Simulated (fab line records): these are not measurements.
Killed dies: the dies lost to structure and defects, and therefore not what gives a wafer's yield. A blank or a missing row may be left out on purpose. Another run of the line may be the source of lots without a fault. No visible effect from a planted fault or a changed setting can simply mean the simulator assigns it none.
A lot that was struck, set against a sound lot | flow sky130 | 14 steps out of a route of 708
Sound: the wafers L512.2, L512.3, L512.4. Wafers struck: L514.2, L514.3, L514.6. The cause is named last.
At each step with rows: each side's tool, then ch and its chambers, then its first start. Under that, the readings that differ: sound wafers | struck wafers | difference of the means | sigmas: that difference in standard deviations of wafers without a fault.
alike: same words and numbers on both sides, and readings whose means sit less than 2 such deviations apart. not compared: any withheld reading, any reading some wafer has no value for, any bound like >300 that may hide the same value, and any number with overlapping values for which the record gives no deviation.
A row with sigmas, a row that says differs or no value, or rows on one side alone: a step with any of these is where the two part. Numbers that have no deviation but don't overlap get no sigmas and don't part them. A reading missing from all wafers of one side parts the sides only when that side holds two or more wafers.

first, 4 steps without rows for these wafers: SKY_LDD_HVN_SOFTBAKE_03 (time 60 s); SKY_LDD_HVN_EXPOSE_04 (exposes mask HVNTM, target cd 700 nm); SKY_LDD_HVN_PEB_05; SKY_LDD_HVN_DEVELOP_06 (develop time 60 s).
SKY_LDD_HVN_OVL_MEAS_07:
  struck on overlay-01, day 24 03:20; sound on overlay-02, day 23 00:08
  alike: LDD_HVN_OVL
after that, 1 step had no rows for these wafers: SKY_LDD_HVN_IMPLANT_08.
SKY_LDD_HVN_STRIP_09: strips in O2/N2.
  sound on plasmaAsher-04 ch 0,1, day 23 00:19; struck on plasmaAsher-01 ch 0,1, day 24 03:31
reading                  | sound             | struck            | difference | sigmas
drypumpMotorCurrentA (A) | 4.7 5.4 4.7       | 5.8 5.7 5.6       | +0.8       | +2
oesProductAu (a.u.)      | 0.414 0.416 0.412 | 0.402 0.403 0.406 | -0.010     | -2
  alike: stripTimeToEndpointS
  not compared: rfHoursCounterH
SKY_LDD_HVN_TW_MEAS_10:
  struck on filmMetro-03, day 24 03:38; sound on filmMetro-02, day 23 00:26
  alike: LDD_HVN_TW
then, 4 steps without rows for these wafers: SKY_LDD_HVP_DEHYDRATE_00 (time 60 s); SKY_LDD_HVP_HMDS_01 (prime time 60 s); SKY_LDD_HVP_COAT_02 (resist thk 300 nm); SKY_LDD_HVP_SOFTBAKE_03 (time 60 s).
SKY_LDD_HVP_EXPOSE_04: exposes mask HVPTM, target cd 700 nm.
  sound on ilineStepper-01 ch 0, day 23 15:59; struck on ilineStepper-02, day 24 18:29
  no value came back on the struck wafers for exposureDoseMJCm2, focusOffsetNm (nm), stageVelMmS (mm/s); on the sound wafers exposureDoseMJCm2 reads 86.08 86.02 85.99
  alike: mask
after that, 1 step had no rows for these wafers: SKY_LDD_HVP_PEB_05.

WHERE THEY PART
Last at SKY_LDD_HVP_EXPOSE_04 as far as this record goes, first at SKY_LDD_HVN_STRIP_09.

WHY: what had been put in by the simulator
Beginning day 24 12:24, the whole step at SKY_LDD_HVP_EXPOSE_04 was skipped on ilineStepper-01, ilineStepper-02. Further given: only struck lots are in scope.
